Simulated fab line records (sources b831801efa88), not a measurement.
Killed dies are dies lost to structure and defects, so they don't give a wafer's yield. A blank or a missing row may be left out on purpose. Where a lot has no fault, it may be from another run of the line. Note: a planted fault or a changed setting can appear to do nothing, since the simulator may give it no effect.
2 desks, one fault	flow sky130	each desk has only its own numbers; what lay behind them comes last

## THE TOOL OWNER'S DESK: implanter-02
The tool's own readings at SKY_VT_ADJUST_PCH_IMPLANT_08: means of the sampled wafers that have a number, for each lot that ran on this tool. A lot is out of limits, marked OUT, if its mean lies more than 4 standard deviations from the usual mean; the brackets give that distance.
Columns: A = beam_on_s at SKY_VT_ADJUST_PCH_IMPLANT_08, usual 10.01 s; B = end_station_pressure_torr at SKY_VT_ADJUST_PCH_IMPLANT_08, usual 5.01e-06 Torr; C = faraday_current_uA at SKY_VT_ADJUST_PCH_IMPLANT_08, usual 2.82
lot	first seen here	A	B	C
L215	day 10 09:09	10.18	5.18e-06	2.77
L222	day 12 21:34	11.91 (+10) OUT	9.59e-05 (+99 or more) OUT	2.39 (-7.9) OUT
L226	day 13 17:59	12.20 (+12) OUT	9.31e-05 (+99 or more) OUT	2.34 (-9.0) OUT
L235	day 16 20:58	10.07	4.99e-06	2.80
This desk's verdict: out of limits on L222, L226, starting with L222 at day 12 21:34 (beam_on_s at SKY_VT_ADJUST_PCH_IMPLANT_08). Within limits: L215, L235.

## THE METROLOGY DESK
What the gauges read for every lot (on any tool): the sampled wafers with a number, averaged. A lot is out of limits, marked OUT, if its mean lies more than 4 standard deviations from the usual mean; the brackets give that distance.
Columns: A = VT_ADJUST_HVTP_OVL at SKY_VT_ADJUST_HVTP_OVL_MEAS_08, usual 0.2 nm; B = VT_ADJUST_PCH_TW at SKY_VT_ADJUST_PCH_TW_MEAS_10, usual 141.9; C = SONOS_ONO_OVL at SKY_SONOS_ONO_OVL_MEAS_14, usual 0.3 nm
lot	first seen here	A	B	C
L215	day 6 03:23	-0.7	139.7	0.4
L216	day 6 05:33	-0.6	142.7	0.0
L217	day 6 13:09	0.4	142.8	0.4
L222	day 8 04:33	0.6	149.1	3.6
L226	day 8 20:32	-1.2	150.8 (+4.9) OUT	-0.3
L227	day 9 02:54	0.5	144.3	-2.2
L228	day 10 00:02	-1.1	143.2	-0.3
L232	day 10 15:08	0.8	142.3	2.5
L234	day 10 23:54	-0.3	144.1	-0.1
L235	day 11 09:12	2.8	144.1	-0.6
L237	day 12 01:08	-1.1	139.9	1.2
L238	day 12 04:17	-0.7	139.7	1.4
This desk finds L226 out of limits, with the earliest case on L226 at day 13 18:13 (VT_ADJUST_PCH_TW at SKY_VT_ADJUST_PCH_TW_MEAS_10). Within limits: L215, L216, L217, L222, L227, L228, L232, L234, L235, L237, L238.

## PUT TOGETHER
On L222, L226, at day 12 21:34, an alarm was possible from the tool owner's desk.
Metrology desk: alarm possible at day 13 18:13 on L226.
The metrology desk has L222 on record, within its limits.
SKY_VT_ADJUST_PCH_IMPLANT_08 was run on implanter-02 by each of the lots named.

## WHAT WAS PUT IN BY THE SIMULATOR
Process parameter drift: implanter-02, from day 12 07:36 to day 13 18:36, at SKY_VT_ADJUST_PCH_IMPLANT_08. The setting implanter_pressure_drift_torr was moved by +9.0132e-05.
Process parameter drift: implanter-02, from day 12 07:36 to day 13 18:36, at SKY_VT_ADJUST_PCH_IMPLANT_08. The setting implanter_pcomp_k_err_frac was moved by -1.
Shown lots that were struck: L222, L226.
Counting hours from when the fault started, the first reading out of limits came at 14 for the tool owner's desk and at 35 for the metrology desk.
